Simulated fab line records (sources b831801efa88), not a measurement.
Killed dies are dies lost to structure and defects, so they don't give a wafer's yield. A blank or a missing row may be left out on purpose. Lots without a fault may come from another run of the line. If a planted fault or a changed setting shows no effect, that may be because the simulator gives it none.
8D (eight disciplines) problem report, filled in by code	flow sfq-line	the parts of the form that need people (team, actions taken, sign-off) are left out

== 1. WHAT IS WRONG ==
heater-power-total-W at SFQ_TRILAYER_I4_VIA_LITHO_PEB_106 reads a mean of 80.53 W on 2 wafers of 2 lots; wafers without a fault read 79.15 W with a standard deviation of 0.065. That is +21 standard deviations from the usual mean.
The step: peb time 60 s.
Seen first at day 54 14:29 on litho-track-01, wafer L745.2. The record has a number at this step for 42 wafers belonging to 14 lots. By rule, "out" or "out of limits" means more than 4 standard deviations away from the usual mean. Any other wafer with a number is counted as sound.

== 2. WHAT IT IS; WHAT IT IS NOT ==
question	is	is not
which readings at this step	heater-power-total-W	-
which lots	L745, L747	L731, L733, L734, L738, L739, L740, L741, L744, L746, L748, L753, L754
which wafers of those lots	L745.2, L747.6	L745.1, L745.4, L747.1, L747.4
read on which tools	litho-track-01	litho-track-03, litho-track-04
when	from day 54 14:29	up to then (26 sound wafers); but 14 sound wafers of L746, L747, L748, L753, L754 came after

== 3. THE SUSPECTS, EACH WITH WHAT RULES IT OUT ==
Counting: a tool at a process step up to the reading stays a suspect if it ran every lot that is out. Sound lots after the first of them don't rule it out here, since some wafers of a struck lot are sound.
- litho-track-01 at SFQ_TRILAYER_I4_VIA_LITHO_PEB_106 (peb time 60 s): kept. It ran every lot that is out, first L745 (day 54 14:29); its last sound lot up to then is L744 (day 54 08:32). On those wafers its own readings are out: heater-power-total-W.
The count leaves litho-track-01 at SFQ_TRILAYER_I4_VIA_LITHO_PEB_106.

== 4. THE CAUSE (what the simulator had put in) ==
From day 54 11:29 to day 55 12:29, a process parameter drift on litho-track-01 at SFQ_TRILAYER_I4_VIA_LITHO_PEB_106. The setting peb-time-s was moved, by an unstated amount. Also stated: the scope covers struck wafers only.
Counting left only this tool.

== 5. SEQUENCE OF EFFECTS, ordered by route ==
Each row: a reading where the mean over the struck wafers with a number is more than 3 standard deviations away from the usual. Scope: only readings with a usual standard deviation given in the record; hours: median across lots of the time from each lot's start at the first step in this table that gives one to its start at this step; sigmas: change in usual standard deviations.
hours	step	reading	usual	on struck wafers	change	sigmas
0	SFQ_TRILAYER_I4_VIA_LITHO_PEB_106	heater-power-total-W	79.15 W	80.53	+1.38	+21
Its process steps:
- SFQ_TRILAYER_I4_VIA_LITHO_PEB_106: peb time 60 s.

== 6. HOW IT WOULD HAVE BEEN CAUGHT EARLIER ==
In this record no reading fell out of limits until day 54 14:29, 3 hours after the fault had begun at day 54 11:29.
